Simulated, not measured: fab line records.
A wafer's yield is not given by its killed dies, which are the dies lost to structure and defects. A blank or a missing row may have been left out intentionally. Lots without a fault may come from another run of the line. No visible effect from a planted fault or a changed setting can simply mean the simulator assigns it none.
fab line records	flow sky130
record lots=12	wafers=36	last-day=50
route steps=708 shown SD_N@358 RES_XHIGH@360 LOCAL_INTERCONNECT@387 PAD_OPEN@708
lots with no fault: from the same line, run without faults
start-h: start of the lot's first displayed wafer, in hours after the record's first day	wait-h: hours since the lot's step before	" the same as in the row above	L1.1+2: a single row standing in for several wafers	- value missing, or start not given	* or withheld: withheld	< > ~ a bound
route shown NAME@n: NAME is a module with steps in the file, n the number in the route of the first one	usual: mean/standard deviation of fault-free wafers	same: alike in all rows	chamber/n: place in a boat	sites: per-site readings	_std_site: standard deviation of those values	_edge_site: mean of outer sites minus mean of inner sites	radius-mm: for every site, how far away it sits from the centre of the wafer	mask NAME#n: copy n	behind: the most recent tool/chamber to have shaped the wafer	hold: reason for holding the lot/hours on hold/outcome of the hold	device: names the non-switching transistor (n, p or np)	end of line: tests of these same wafers at the route's end	a step given without rows: its recipe and nothing more	killed: dies lost to structure and defects at the first sort, not the wafer's yield	map: dies across one wafer; x = killed, . = not, _ = none there
set.NAME: setting as actually run; set.NAME@STEP: the setting as run at that earlier step	model.NAME: the simulator's own value behind a step, which no gauge read
one table for each step of the route and one row for each wafer, over a sample of lots
services: when a tool's chamber went out of use (start-h, in hours from the record's first day, below 0 if earlier), for how many hours, and the reason
## steps
# step SKY_SD_N_RS_MEAS_16
# recipe thk-meas-gauge=four-point-probe
# usual SD_N_RS=68.52/0.13
lot.wafer	tool	chamber	start-h	wait-h	SD_N_RS[ohm/sq]
L837.1	film-metro-02	-	649.95	0.1	68.71
L837.3	"	-	"	"	68.66
L837.5	"	-	"	"	68.78
L838.1	film-metro-04	-	651.96	0.1	68.63
L838.2	"	-	"	"	68.51
L838.5	"	-	"	"	68.56
L839.2	film-metro-04	-	670.32	0.1	68.38
L839.4	"	-	"	"	68.32
L839.6	"	-	"	"	68.61
L842.1	film-metro-04	-	685.36	0.1	68.59
L842.2	"	-	"	"	68.53
L842.6	"	-	"	"	68.63
L843.1	film-metro-01	-	722.25	0.1	68.35
L843.5	"	-	"	"	68.43
L843.6	"	-	"	"	68.43
L847.3	film-metro-02	-	729.44	0.1	68.52
L847.4	"	-	"	"	68.73
L847.6	"	-	"	"	68.67
L849.2	film-metro-04	-	743.58	0.1	68.38
L849.5	"	-	"	"	68.65
L849.6	"	-	"	"	68.46
L851.2	film-metro-01	-	759.92	0.1	68.66
L851.4	"	-	"	"	68.50
L851.5	"	-	"	"	68.54
L852.1	film-metro-01	-	762.69	0.1	68.57
L852.3	"	-	"	"	68.69
L852.5	"	-	"	"	68.60
L855.1	film-metro-01	-	793.51	0.1	68.42
L855.2	"	-	"	"	68.59
L855.4	"	-	"	"	68.50
L858.1	film-metro-04	-	808.90	0.1	68.27
L858.2	"	-	"	"	68.36
L858.6	"	-	"	"	68.39
L860.1	film-metro-01	-	822.86	0.1	68.45
L860.4	"	-	"	"	68.58
L860.5	"	-	"	"	68.50
# step SKY_SD_N_RS_MEAS_18
# recipe thk-meas-gauge=four-point-probe
# usual RES_XHIGH_RS=333.2/1.4
lot.wafer	tool	chamber	start-h	wait-h	RES_XHIGH_RS[ohm/sq]
L837.1	film-metro-02	-	650.19	0.1	333.8
L837.3	"	-	"	"	333.8
L837.5	"	-	"	"	334.2
L838.1	film-metro-04	-	652.20	0.1	333.3
L838.2	"	-	"	"	333.9
L838.5	"	-	"	"	333.3
L839.2	film-metro-04	-	670.56	0.1	330.9
L839.4	"	-	"	"	332.3
L839.6	"	-	"	"	331.4
L842.1	film-metro-04	-	685.60	0.1	333.5
L842.2	"	-	"	"	333.7
L842.6	"	-	"	"	333.6
L843.1	film-metro-01	-	722.49	0.1	332.6
L843.5	"	-	"	"	331.1
L843.6	"	-	"	"	333.4
L847.3	film-metro-02	-	729.68	0.1	335.0
L847.4	"	-	"	"	334.1
L847.6	"	-	"	"	335.1
L849.2	film-metro-04	-	743.82	0.1	330.2
L849.5	"	-	"	"	330.7
L849.6	"	-	"	"	331.8
L851.2	film-metro-01	-	760.16	0.1	334.0
L851.4	"	-	"	"	334.3
L851.5	"	-	"	"	334.4
L852.1	film-metro-01	-	762.93	0.1	333.9
L852.3	"	-	"	"	334.7
L852.5	"	-	"	"	332.7
L855.1	film-metro-01	-	793.75	0.1	332.3
L855.2	"	-	"	"	330.4
L855.4	"	-	"	"	331.7
L858.1	film-metro-04	-	809.14	0.1	334.7
L858.2	"	-	"	"	333.3
L858.6	"	-	"	"	333.4
L860.1	film-metro-01	-	823.10	0.1	335.2
L860.4	"	-	"	"	334.5
L860.5	"	-	"	"	334.8
# step SKY_LOCAL_INTERCONNECT_SPUTTER_00
# recipe material=TiN	target-thk-nm=100	temp-c=300	power-w=6500	time-s=83.3	chamber-pressure-pa=0.4
# usual throttle-valve-pct=30.0/1.2
lot.wafer	tool	chamber	start-h	wait-h	throttle-valve-pct
L837.1	pvd-sputter-03	-	680.21	0.1	31.0
L837.3	"	-	"	"	30.5
L837.5	"	-	"	"	30.8
L838.1	pvd-sputter-01	-	682.39	0.1	30.9
L838.2	"	-	"	"	29.5
L838.5	"	-	"	"	31.1
L839.2	pvd-sputter-01	-	700.49	0.1	31.0
L839.4	"	-	"	"	30.6
L839.6	"	-	"	"	30.0
L842.1	pvd-sputter-03	-	715.49	0.1	30.9
L842.2	"	-	"	"	31.2
L842.6	"	-	"	"	27.7
L843.1	pvd-sputter-04	-	751.69	0.1	28.5
L843.5	"	-	"	"	30.6
L843.6	"	-	"	"	31.4
L847.3	pvd-sputter-03	-	759.79	0.2	27.6
L847.4	"	-	"	"	29.9
L847.6	"	-	"	"	30.8
L849.2	pvd-sputter-01	-	773.20	0.2	31.2
L849.5	"	-	"	"	31.0
L849.6	"	-	"	"	28.7
L851.2	pvd-sputter-03	-	789.01	0.2	31.4
L851.4	"	-	"	"	30.2
L851.5	"	-	"	"	30.5
L852.1	pvd-sputter-03	-	791.06	0.2	31.1
L852.3	"	-	"	"	30.4
L852.5	"	-	"	"	31.2
L855.1	pvd-sputter-01	-	822.44	0.1	29.1
L855.2	"	-	"	"	30.7
L855.4	"	-	"	"	30.7
L858.1	pvd-sputter-04	-	837.25	0.2	30.7
L858.2	"	-	"	"	31.4
L858.6	"	-	"	"	28.8
L860.1	pvd-sputter-01	-	850.44	0.1	29.7
L860.4	"	-	"	"	31.3
L860.5	"	-	"	"	30.6
# step SKY_LOCAL_INTERCONNECT_RS_MEAS_01
# recipe thk-meas-gauge=four-point-probe	reads=TiN_of_LOCAL_INTERCONNECT_SPUTTER_00
# usual LOCAL_INTERCONNECT_TIN_RS=14.13/0.16
lot.wafer	tool	chamber	start-h	wait-h	LOCAL_INTERCONNECT_TIN_RS[ohm/sq]
L837.1	film-metro-04	-	680.27	0.0	14.16
L837.3	"	-	"	"	14.08
L837.5	"	-	"	"	14.11
L838.1	film-metro-03	-	682.46	0.0	13.95
L838.2	"	-	"	"	13.90
L838.5	"	-	"	"	13.89
L839.2	film-metro-03	-	700.57	0.1	13.84
L839.4	"	-	"	"	14.03
L839.6	"	-	"	"	13.98
L842.1	film-metro-01	-	715.55	0.0	14.04
L842.2	"	-	"	"	14.13
L842.6	"	-	"	"	13.98
L843.1	film-metro-04	-	751.75	0.0	13.79
L843.5	"	-	"	"	14.02
L843.6	"	-	"	"	13.92
L847.3	film-metro-03	-	759.89	0.1	14.32
L847.4	"	-	"	"	14.16
L847.6	"	-	"	"	14.25
L849.2	film-metro-01	-	773.29	0.1	13.91
L849.5	"	-	"	"	13.87
L849.6	"	-	"	"	14.04
L851.2	film-metro-03	-	789.10	0.1	15.09
L851.4	"	-	"	"	14.70
L851.5	"	-	"	"	14.69
L852.1	film-metro-03	-	791.12	0.0	14.74
L852.3	"	-	"	"	14.60
L852.5	"	-	"	"	14.82
L855.1	film-metro-03	-	822.51	0.0	14.25
L855.2	"	-	"	"	14.21
L855.4	"	-	"	"	14.17
L858.1	film-metro-03	-	837.31	0.0	14.18
L858.2	"	-	"	"	13.98
L858.6	"	-	"	"	14.22
L860.1	film-metro-01	-	850.50	0.0	14.23
L860.4	"	-	"	"	14.19
L860.5	"	-	"	"	14.15
# step SKY_LOCAL_INTERCONNECT_THK_MEAS_02
# recipe thk-meas-gauge=xrf	reads=TiN_of_LOCAL_INTERCONNECT_SPUTTER_00
# usual LOCAL_INTERCONNECT_TIN_THK=100.0/1.1
lot.wafer	tool	chamber	start-h	wait-h	LOCAL_INTERCONNECT_TIN_THK[nm]
L837.1	film-metro-04	-	680.39	0.1	99.3
L837.3	"	-	"	"	99.9
L837.5	"	-	"	"	99.5
L838.1	film-metro-03	-	682.58	0.1	101.9
L838.2	"	-	"	"	102.4
L838.5	"	-	"	"	102.5
L839.2	film-metro-03	-	700.68	0.1	102.2
L839.4	"	-	"	"	100.7
L839.6	"	-	"	"	101.0
L842.1	film-metro-01	-	715.67	0.1	101.1
L842.2	"	-	"	"	99.9
L842.6	"	-	"	"	100.8
L843.1	film-metro-04	-	751.87	0.1	102.0
L843.5	"	-	"	"	100.5
L843.6	"	-	"	"	101.0
L847.3	film-metro-03	-	759.99	0.1	98.7
L847.4	"	-	"	"	99.1
L847.6	"	-	"	"	99.3
L849.2	film-metro-01	-	773.40	0.1	101.5
L849.5	"	-	"	"	101.8
L849.6	"	-	"	"	100.4
L851.2	film-metro-03	-	789.21	0.1	94.7
L851.4	"	-	"	"	96.7
L851.5	"	-	"	"	97.3
L852.1	film-metro-03	-	791.24	0.1	96.6
L852.3	"	-	"	"	97.7
L852.5	"	-	"	"	95.8
L855.1	film-metro-03	-	822.63	0.1	99.3
L855.2	"	-	"	"	100.0
L855.4	"	-	"	"	100.2
L858.1	film-metro-03	-	837.43	0.1	99.9
L858.2	"	-	"	"	101.3
L858.6	"	-	"	"	100.0
L860.1	film-metro-01	-	850.62	0.1	100.3
L860.4	"	-	"	"	100.2
L860.5	"	-	"	"	100.6
# step SKY_LOCAL_INTERCONNECT_OVL_MEAS_12
# usual LOCAL_INTERCONNECT_OVL=1/5.9
lot.wafer	tool	chamber	start-h	wait-h	LOCAL_INTERCONNECT_OVL[nm]
L837.1	overlay-01	-	707.99	0.1	-8
L837.3	"	-	"	"	-5
L837.5	"	-	"	"	-6
L838.1	overlay-01	-	710.44	0.1	7
L838.2	"	-	"	"	2
L838.5	"	-	"	"	4
L839.2	overlay-01	-	728.39	0.1	-3
L839.4	"	-	"	"	-3
L839.6	"	-	"	"	-2
L842.1	overlay-01	-	743.19	0.1	5
L842.2	"	-	"	"	-2
L842.6	"	-	"	"	-2
L843.1	overlay-02	-	778.44	0.1	11
L843.5	"	-	"	"	5
L843.6	"	-	"	"	6
L847.3	overlay-01	-	786.55	0.1	6
L847.4	"	-	"	"	7
L847.6	"	-	"	"	3
L849.2	overlay-02	-	798.64	0.1	-9
L849.5	"	-	"	"	-2
L849.6	"	-	"	"	2
L851.2	overlay-02	-	815.85	0.1	-1
L851.4	"	-	"	"	2
L851.5	"	-	"	"	4
L852.1	overlay-01	-	817.93	0.1	-1
L852.3	"	-	"	"	4
L852.5	"	-	"	"	0
L855.1	overlay-01	-	847.83	0.1	-2
L855.2	"	-	"	"	0
L855.4	"	-	"	"	-1
L858.1	overlay-01	-	863.03	0.1	0
L858.2	"	-	"	"	-4
L858.6	"	-	"	"	-6
L860.1	overlay-02	-	876.58	0.1	5
L860.4	"	-	"	"	7
L860.5	"	-	"	"	-1
# step SKY_PAD_OPEN_PROBE_99
# usual killed_at_M0_to_M3=44/7.1	killed_at_M4_up=3/1.6	killed-at-contacts=24/5.4	killed-at-front-end=15/4.7	killed-at-other=0.3/0.51	killed-dies=87/9.9	killed-open=48/7.6	killed-short=39/6.3
# same gross-dies=492	killed-at-back-side=0
lot.wafer	tool	chamber	start-h	wait-h	killed_at_M0_to_M3	killed_at_M4_up	killed-at-contacts	killed-at-front-end	killed-at-other	killed-dies	killed-open	killed-short
L838.1	prober-01	-	1079.24	0.1	44	3	16	18	0	81	39	42
L838.2	prober-01	-	1079.29	0.1	35	2	23	15	1	76	44	32
L838.5	prober-01	-	1079.44	0.2	50	6	15	25	0	96	59	37
L839.2	prober-01	-	1092.63	0.1	43	6	21	10	0	80	44	36
L839.4	prober-01	-	1092.73	0.2	42	3	23	16	1	85	46	39
L839.6	prober-01	-	1092.83	0.2	60	3	29	9	0	101	49	52
L842.1	prober-01	-	1104.50	0.1	51	2	23	8	0	84	47	37
L842.2	prober-01	-	1104.55	0.1	38	4	27	18	0	87	47	40
L842.6	prober-01	-	1104.75	0.2	41	4	39	14	0	98	56	42
L843.1	prober-01	-	1130.59	0.1	35	4	26	13	0	78	42	36
L843.5	prober-01	-	1130.79	0.2	43	2	17	21	0	83	46	37
L843.6	prober-01	-	1130.84	0.2	42	2	23	16	1	84	38	46
L847.3	prober-02	-	1136.34	0.2	44	2	24	9	0	79	40	39
L847.4	prober-02	-	1136.39	0.2	47	8	25	21	1	102	61	41
L847.6	prober-02	-	1136.49	0.2	40	5	19	12	0	76	37	39
L851.2	prober-01	-	1156.00	0.1	36	3	23	17	0	79	50	29
L851.4	prober-01	-	1156.10	0.2	43	3	18	21	0	85	49	36
L851.5	prober-01	-	1156.15	0.2	45	4	20	16	1	86	50	36
L852.1	prober-02	-	1158.03	0.1	38	3	14	11	0	66	37	29
L860.1	prober-02	-	1196.24	0.1	52	4	21	12	0	89	45	44
L860.4	prober-02	-	1196.39	0.2	40	2	22	11	0	75	44	31
L860.5	prober-02	-	1196.44	0.2	47	3	23	18	0	91	48	43
# killed by level:class
L838.1 VIA1:geometric-particle:open=10 METAL1:geometric-particle:short=7 CONTACT:geometric-particle:short=6 CONTACT:geometric-particle:open=6 VIA1:geometric-particle:short=6 VIA3:geometric-particle:open=6 POLY_GATE:geometric-particle:open=5 POLY_GATE:geometric-particle:short=4
L838.2 VIA1:geometric-particle:open=10 CONTACT:geometric-particle:open=9 LI_CONTACT:geometric-particle:open=6 METAL2:geometric-particle:short=6 VIA3:geometric-particle:short=5 VIA3:geometric-particle:open=4 FIELD_ISO:geometric-particle:short=3 FIELD_ISO:geometric-particle:open=3
L838.5 VIA1:geometric-particle:open=13 VIA2:geometric-particle:open=12 POLY_GATE:geometric-particle:open=9 FIELD_ISO:geometric-particle:open=5 VIA3:geometric-particle:open=5 CONTACT:geometric-particle:open=5 FIELD_ISO:geometric-particle:short=4 VIA2:geometric-particle:short=4
L839.2 VIA1:geometric-particle:open=11 CONTACT:geometric-particle:open=6 VIA1:geometric-particle:short=6 VIA2:geometric-particle:open=6 LOCAL_INTERCONNECT:geometric-particle:short=5 FIELD_ISO:geometric-particle:open=4 LI_CONTACT:geometric-particle:open=4 METAL1:geometric-particle:short=4
L839.4 LI_CONTACT:geometric-particle:open=8 VIA2:geometric-particle:open=8 METAL2:geometric-particle:short=7 VIA3:geometric-particle:open=7 LOCAL_INTERCONNECT:geometric-particle:short=6 FIELD_ISO:geometric-particle:short=5 POLY_GATE:geometric-particle:open=5 CONTACT:geometric-particle:short=3
L839.6 VIA1:geometric-particle:open=12 VIA2:geometric-particle:open=11 VIA1:geometric-particle:short=9 METAL1:geometric-particle:short=8 CONTACT:geometric-particle:short=7 LI_CONTACT:geometric-particle:open=6 LOCAL_INTERCONNECT:geometric-particle:short=6 VIA3:geometric-particle:open=5
L842.1 CONTACT:geometric-particle:open=10 VIA1:geometric-particle:open=10 VIA2:geometric-particle:open=9 VIA1:geometric-particle:short=8 LI_CONTACT:geometric-particle:open=7 METAL1:geometric-particle:short=7 VIA3:geometric-particle:short=5 METAL2:geometric-particle:short=4
L842.2 LI_CONTACT:geometric-particle:open=8 CONTACT:geometric-particle:open=8 CONTACT:geometric-particle:short=7 VIA2:geometric-particle:open=7 VIA1:geometric-particle:short=7 METAL2:geometric-particle:short=6 VIA1:geometric-particle:open=6 POLY_GATE:geometric-particle:open=4
L842.6 CONTACT:geometric-particle:open=17 LI_CONTACT:geometric-particle:open=11 VIA1:geometric-particle:open=9 METAL1:geometric-particle:short=8 CONTACT:geometric-particle:short=6 VIA3:geometric-particle:open=6 VIA3:geometric-particle:short=5 POLY_GATE:geometric-particle:open=4
L843.1 CONTACT:geometric-particle:open=9 LOCAL_INTERCONNECT:geometric-particle:short=7 METAL2:geometric-particle:short=7 POLY_GATE:geometric-particle:open=6 VIA3:geometric-particle:open=6 METAL1:geometric-particle:short=5 VIA2:geometric-particle:open=5 FIELD_ISO:geometric-particle:open=4
L843.5 VIA1:geometric-particle:open=11 CONTACT:geometric-particle:open=7 FIELD_ISO:geometric-particle:open=6 LI_CONTACT:geometric-particle:open=6 METAL1:geometric-particle:short=6 VIA1:geometric-particle:short=6 VIA3:geometric-particle:short=6 FIELD_ISO:geometric-particle:short=5
L843.6 FIELD_ISO:geometric-particle:open=10 METAL1:geometric-particle:short=9 CONTACT:geometric-particle:open=8 METAL2:geometric-particle:short=8 LOCAL_INTERCONNECT:geometric-particle:short=6 VIA1:geometric-particle:open=6 METAL1:geometric-particle:open=4 VIA1:geometric-particle:short=4
L847.3 CONTACT:geometric-particle:short=9 VIA3:geometric-particle:open=8 VIA2:geometric-particle:open=7 VIA1:geometric-particle:open=7 METAL1:geometric-particle:short=6 CONTACT:geometric-particle:open=5 METAL3:geometric-particle:short=5 LI_CONTACT:geometric-particle:open=4
L847.4 VIA1:geometric-particle:open=17 CONTACT:geometric-particle:open=12 VIA1:geometric-particle:short=9 VIA2:geometric-particle:open=6 FIELD_ISO:geometric-particle:short=5 FIELD_ISO:geometric-particle:open=5 POLY_GATE:geometric-particle:open=5 LI_CONTACT:geometric-particle:open=5
L847.6 VIA1:geometric-particle:open=8 VIA2:geometric-particle:open=7 VIA3:geometric-particle:open=7 METAL1:geometric-particle:short=6 LOCAL_INTERCONNECT:geometric-particle:short=6 FIELD_ISO:geometric-particle:open=5 VIA1:geometric-particle:short=5 LI_CONTACT:geometric-particle:open=4
L851.2 LI_CONTACT:geometric-particle:open=14 VIA1:geometric-particle:open=8 VIA3:geometric-particle:open=8 FIELD_ISO:geometric-particle:open=5 POLY_GATE:geometric-particle:short=5 METAL1:geometric-particle:short=4 CONTACT:geometric-particle:open=4 VIA2:geometric-particle:open=4
L851.4 VIA2:geometric-particle:open=9 VIA1:geometric-particle:open=7 FIELD_ISO:geometric-particle:short=6 CONTACT:geometric-particle:open=6 VIA3:geometric-particle:short=5 VIA3:geometric-particle:open=5 FIELD_ISO:geometric-particle:open=4 LI_CONTACT:geometric-particle:open=4
L851.5 VIA1:geometric-particle:open=15 CONTACT:geometric-particle:open=9 METAL2:geometric-particle:short=7 LI_CONTACT:geometric-particle:open=6 POLY_GATE:geometric-particle:open=5 VIA2:geometric-particle:open=5 SPACER:geometric-particle:short=4 METAL1:geometric-particle:short=4
L852.1 VIA1:geometric-particle:open=8 VIA2:geometric-particle:open=7 FIELD_ISO:geometric-particle:open=6 METAL1:geometric-particle:short=6 CONTACT:geometric-particle:open=4 METAL2:geometric-particle:short=4 POLY_GATE:geometric-particle:open=3 LI_CONTACT:geometric-particle:open=3
L860.1 VIA1:geometric-particle:open=9 LI_CONTACT:geometric-particle:open=8 VIA3:geometric-particle:open=7 VIA3:geometric-particle:short=7 CONTACT:geometric-particle:open=6 METAL2:geometric-particle:short=6 VIA1:geometric-particle:short=5 FIELD_ISO:geometric-particle:short=4
L860.4 VIA1:geometric-particle:open=11 CONTACT:geometric-particle:open=9 CONTACT:geometric-particle:short=7 VIA2:geometric-particle:open=6 LI_CONTACT:geometric-particle:open=5 VIA3:geometric-particle:short=5 METAL2:geometric-particle:short=4 VIA3:geometric-particle:open=4
L860.5 VIA1:geometric-particle:open=12 CONTACT:geometric-particle:open=8 VIA3:geometric-particle:open=7 POLY_GATE:geometric-particle:open=5 LI_CONTACT:geometric-particle:open=5 METAL2:geometric-particle:short=5 VIA1:geometric-particle:short=5 METAL3:geometric-particle:short=5
## services
tool	chamber	start-h	hours	kind
pvd-sputter-04	-	744.15	6.1	repair
pvd-sputter-03	3	766.02	-	consumable-replace:kit
pvd-sputter-03	3	766.02	18.0	scheduled-down
pvd-sputter-03	3	766.02	18.0	vent-cycle
pvd-sputter-04	-	775.43	6.5	repair
pvd-sputter-01	1	819.14	-	consumable-replace:kit
pvd-sputter-01	1	819.14	18.0	scheduled-down
pvd-sputter-01	1	819.14	18.0	vent-cycle
## key
first-sign step=SKY_LOCAL_INTERCONNECT_RS_MEAS_01	reading=LOCAL_INTERCONNECT_TIN_RS	direction=up	sigmas=4	usual=14.13	struck=14.77
effect step=SKY_LOCAL_INTERCONNECT_THK_MEAS_02	reading=LOCAL_INTERCONNECT_TIN_THK	direction=down	sigmas=3.1	usual=100.0	struck=96.5
met-at SKY_LOCAL_INTERCONNECT_SPUTTER_00
struck-lots L851,L852
tester-left-out L851,L852
not-acting-at SKY_SD_N_RS_MEAS_16,SKY_SD_N_RS_MEAS_18,SKY_LOCAL_INTERCONNECT_OVL_MEAS_12
onset-between 759.79 789.01
fault kind=process-parameter-drift	tool=pvd-sputter-03	chamber=-	onset-h=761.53	steps=SKY_LOCAL_INTERCONNECT_SPUTTER_00	channel=time-s	offset=*	shape=step	end-h=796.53	acts-in=*	stated=*
# tester-left-out: of these lots the tester's yield and bins aren't shown, on N5 and GAA mostly nor the transistor test; their killed dies are dies lost to structure and defects alone, not to doping, threshold or leakage, so they don't give the yield
